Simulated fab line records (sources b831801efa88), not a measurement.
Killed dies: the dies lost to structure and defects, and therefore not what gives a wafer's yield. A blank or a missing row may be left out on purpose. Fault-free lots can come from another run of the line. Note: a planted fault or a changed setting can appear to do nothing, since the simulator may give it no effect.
What tool caused it? ; flow sky130 ; 24 lots, 72 wafers sampled, at 6 steps of a route of 708

## WHAT EACH GAUGE READ, for each wafer
SKY_VT_ADJUST_NCORE_CD_MEAS_07: the cd target is 380 nm.
lot;measured;on;cd_nm (nm)
L074;day 8 03:54;cd_sem-01;378.4 377.4 378.5
L075;day 8 22:20;cd_sem-01;382.5 382.5 383.5
L076;day 9 15:24;cd_sem-01;376.4 377.2 381.8
L078;day 9 18:16;cd_sem-01;383.2 380.2 381.2
L077;day 9 19:00;cd_sem-01;379.1 378.4 379.2
L079;day 10 09:18;cd_sem-01;378.0 380.0 378.4
L080;day 10 22:15;cd_sem-01;377.9 376.8 374.4
L082;day 11 05:15;cd_sem-02;382.5 383.3 379.4
L081;day 11 06:18;cd_sem-02;374.6 378.2 378.7
L083;day 11 07:12;cd_sem-01;376.1 380.0 379.8
L084;day 11 09:02;cd_sem-01;377.3 377.2 375.9
L086;day 12 03:39;cd_sem-01;381.0 380.6 381.2
L085;day 12 04:59;cd_sem-01;378.2 381.5 378.9
L087;day 12 11:44;cd_sem-02;373.3 374.7 376.4
L088;day 12 19:27;cd_sem-01;381.7 381.2 383.3
L089;day 13 01:17;cd_sem-01;383.1 381.9 385.8
L090;day 13 03:58;cd_sem-02;377.9 376.0 376.4
L091;day 13 14:03;cd_sem-02;378.6 379.3 380.5
L092;day 13 18:51;cd_sem-02;379.9 384.0 382.8
L093;day 14 01:22;cd_sem-01;375.9 378.6 379.5
L094;day 14 12:17;cd_sem-01;380.3 379.7 376.8
L095;day 14 18:49;cd_sem-01;380.0 380.3 377.2
L096;day 15 02:53;cd_sem-02;377.4 379.3 379.3
L097;day 15 17:50;cd_sem-02;377.4 378.3 378.3

SKY_METAL2_THK_MEAS_06: measures by xrf.
lot;measured;on;METAL2_ALCU_THK (nm)
L074;day 33 09:34;film_metro-01;248.1 245.6 250.5
L075;day 34 09:33;film_metro-03;246.7 245.7 245.8
L076;day 35 05:04;film_metro-03;242.8 241.5 239.1
L078;day 35 08:47;film_metro-03;245.8 247.5 247.8
L077;day 35 12:54;film_metro-04;242.6 245.8 243.4
L079;day 36 08:13;film_metro-04;244.7 248.9 248.7
L080;day 37 00:32;film_metro-04;246.1 246.8 247.3
L082;day 37 00:56;film_metro-01;246.2 244.3 245.7
L081;day 37 04:59;film_metro-01;247.2 244.4 248.2
L083;day 37 06:34;film_metro-04;243.4 242.9 242.4
L084;day 37 08:42;film_metro-03;244.2 244.3 242.1
L086;day 39 03:20;film_metro-04;241.9 241.7 245.5
L085;day 39 03:38;film_metro-03;245.4 245.4 244.3
L087;day 39 01:28;film_metro-01;247.1 248.4 246.6
L088;day 39 05:32;film_metro-01;243.8 244.8 244.5
L089;day 39 07:41;film_metro-04;246.5 247.3 244.4
L090;day 39 07:38;film_metro-01;246.2 247.4 246.6
L091;day 39 08:55;film_metro-03;243.0 245.0 245.2
L092;day 39 12:17;film_metro-01;247.8 244.9 248.9
L093;day 40 00:50;film_metro-04;245.4 248.2 244.8
L094;day 40 10:56;film_metro-04;246.6 246.9 247.3
L095;day 40 11:15;film_metro-04;251.3 251.2 252.3
L096;day 40 17:01;film_metro-04;242.0 243.7 243.8
L097;day 41 07:14;film_metro-04;248.0 247.6 245.9

SKY_CAPM_THK_MEAS_04: measures by xrf.
lot;measured;on;CAPM_TIN_THK (nm)
L074;day 35 19:41;film_metro-02;202.4 202.3 201.5
L075;day 36 18:41;film_metro-01;202.7 200.9 200.4
L076;day 37 13:20;film_metro-02;202.8 202.5 202.4
L078;day 37 15:59;film_metro-02;204.8 205.6 204.3
L077;day 37 20:35;film_metro-04;202.1 199.2 202.8
L079;day 38 15:38;film_metro-04;203.5 202.1 203.5
L080;day 39 06:43;film_metro-04;202.8 203.1 202.2
L082;day 39 07:05;film_metro-04;205.1 202.2 202.5
L081;day 39 11:31;film_metro-04;201.1 201.5 202.2
L083;day 39 12:10;film_metro-04;201.4 203.7 201.8
L084;day 39 14:25;film_metro-04;201.2 198.1 199.6
L086;day 41 07:26;film_metro-02;204.7 203.0 205.5
L085;day 41 08:07;film_metro-02;200.2 199.3 198.6
L087;day 41 05:24;film_metro-01;201.3 201.6 202.4
L088;day 41 09:59;film_metro-04;199.3 201.0 200.4
L089;day 41 12:49;film_metro-04;198.5 201.1 200.7
L090;day 41 12:02;film_metro-01;202.5 204.6 202.1
L091;day 41 13:08;film_metro-04;200.7 199.3 200.6
L092;day 41 16:00;film_metro-02;198.5 198.6 198.7
L093;day 42 04:34;film_metro-01;201.0 200.4 200.9
L094;day 42 14:04;film_metro-02;204.4 204.2 203.3
L095;day 42 14:58;film_metro-04;201.2 202.3 201.0
L096;day 42 19:59;film_metro-04;200.1 200.6 197.4
L097;day 43 08:53;film_metro-01;204.7 202.2 203.3

SKY_CAP2M_RS_MEAS_03: measurement is done with a four-point probe.
lot;measured;on;CAP2M_TIN_RS (ohm/sq)
L074;day 39 05:04;film_metro-04;6.91 6.96 6.93
L075;day 40 02:41;film_metro-01;6.77 6.77 6.78
L076;day 40 19:45;film_metro-04;6.97 6.99 6.95
L078;day 40 21:51;film_metro-01;6.83 6.85 6.80
L077;day 41 02:29;film_metro-04;6.97 6.88 6.92
L079;day 41 20:30;film_metro-03;6.84 6.90 6.89
L080;day 42 10:37;film_metro-04;6.89 6.96 7.00
L082;day 42 11:35;film_metro-03;6.82 6.90 6.94
L081;day 42 15:10;film_metro-04;6.95 7.01 6.97
L083;day 42 15:50;film_metro-03;6.82 6.91 6.92
L084;day 42 18:17;film_metro-01;6.93 6.93 6.93
L086;day 44 07:04;film_metro-04;7.00 6.98 6.94
L085;day 44 10:08;film_metro-03;7.02 7.11 6.98
L087;day 44 05:55;film_metro-01;6.86 6.94 6.93
L088;day 44 11:35;film_metro-01;6.95 6.93 6.96
L089;day 44 14:53;film_metro-04;6.93 7.05 6.87
L090;day 44 13:04;film_metro-04;6.99 6.98 6.92
L091;day 44 15:17;film_metro-04;6.99 6.89 6.94
L092;day 44 17:06;film_metro-01;6.94 7.00 7.03
L093;day 45 04:12;film_metro-04;7.02 7.08 6.98
L094;day 45 13:25;film_metro-01;6.90 6.90 6.81
L095;day 45 13:55;film_metro-04;6.89 6.86 6.91
L096;day 45 17:58;film_metro-01;6.83 6.87 6.87
L097;day 46 06:26;film_metro-01;6.96 6.92 6.84

SKY_METAL4_OVL_MEAS_14.
lot;measured;on;METAL4_OVL (nm)
L074;day 41 06:20;overlay-01;11 10 11
L075;day 42 03:29;overlay-02;-1 5 -2
L076;day 42 19:28;overlay-02;8 0 4
L078;day 42 19:59;overlay-01;1 1 0
L077;day 43 01:51;overlay-02;-3 -6 0
L079;day 43 18:26;overlay-01;13 8 5
L080;day 44 09:10;overlay-02;3 0 -1
L082;day 44 09:52;overlay-01;-14 -11 -10
L081;day 44 13:31;overlay-01;10 0 13
L083;day 44 14:25;overlay-02;3 7 -6
L084;day 44 15:34;overlay-02;4 1 8
L086;day 46 01:52;overlay-02;2 6 10
L085;day 46 03:49;overlay-02;-2 2 -7
L087;day 46 00:16;overlay-02;-5 -8 -7
L088;day 46 06:08;overlay-01;3 -3 1
L089;day 46 08:52;overlay-01;2 -2 2
L090;day 46 07:27;overlay-01;1 -2 -3
L091;day 46 10:17;overlay-02;-2 -8 -6
L092;day 46 11:53;overlay-01;0 3 -4
L093;day 46 22:04;overlay-01;6 1 10
L094;day 47 07:34;overlay-01;-5 3 -3
L095;day 47 08:18;overlay-01;-5 4 -3
L096;day 47 11:07;overlay-01;-8 -2 -9
L097;day 47 23:22;overlay-01;6 -5 1

SKY_VIA4_THK_MEAS_20: measures by xrf.
lot;measured;on;VIA4_W_THK (nm)
L074;day 42 07:55;film_metro-02;493 505 501
L075;day 43 04:54;film_metro-03;514 506 510
L076;day 43 20:55;film_metro-03;501 506 504
L078;day 43 21:10;film_metro-02;506 506 503
L077;day 44 03:07;film_metro-04;509 515 514
L079;day 44 19:54;film_metro-03;497 497 509
L080;day 45 07:44;film_metro-02;504 512 537
L082;day 45 09:05;film_metro-03;505 504 503
L081;day 45 12:40;film_metro-04;498 504 509
L083;day 45 14:00;film_metro-03;501 504 504
L084;day 45 14:32;film_metro-03;532 509 521
L086;day 47 00:57;film_metro-04;510 503 526
L085;day 47 02:56;film_metro-02;517 532 503
L087;day 46 22:52;film_metro-03;507 506 504
L088;day 47 04:34;film_metro-04;523 511 526
L089;day 47 07:22;film_metro-04;518 520 502
L090;day 47 06:24;film_metro-04;496 527 499
L091;day 47 09:11;film_metro-03;497 498 508
L092;day 47 10:53;film_metro-04;508 515 510
L093;day 47 20:01;film_metro-03;507 518 526
L094;day 48 05:47;film_metro-03;531 506 530
L095;day 48 06:40;film_metro-04;505 510 501
L096;day 48 09:39;film_metro-02;511 513 508
L097;day 48 20:23;film_metro-03;512 517 512

## WHAT TOOL EACH LOT RAN ON (gives the tool, then ch and the chambers of the sampled wafers, and finally the start)
Before these readings, the record contains no process step.

## WHAT THE TOOLS THEMSELVES READ (means of the sampled wafers that have a number; where no wafer has one, the mark that the record gives instead)
The record holds no such reading with a usual standard deviation.

## THE ANSWER, worked out from the rows above alone
Rule: the usual values come from the lots themselves. Put in order of their means at a reading, lots are off if they are a third of the lots or fewer, leave a main group of 4 or more, and stand apart from it by a gap of 3 or more times the standard deviation of the main group's means; of several such gaps the widest counts. A main group is skipped when, at the precision printed for the reading in the tables above, its means are all equal. Also off: a lot with no number at a reading for which 4 or more lots have one. Any other lot the step has rows for is counted as sound. The gauges are gone through in route order, then the tools' own readings, and for those a lot's mean is taken as printed above. At the first step where some lot is off, the reading lying furthest off is the one used; lots without a number count as furthest.
No lot is off on any of the readings shown, so nothing can be concluded from this.

## WHAT WAS PUT IN BY THE SIMULATOR
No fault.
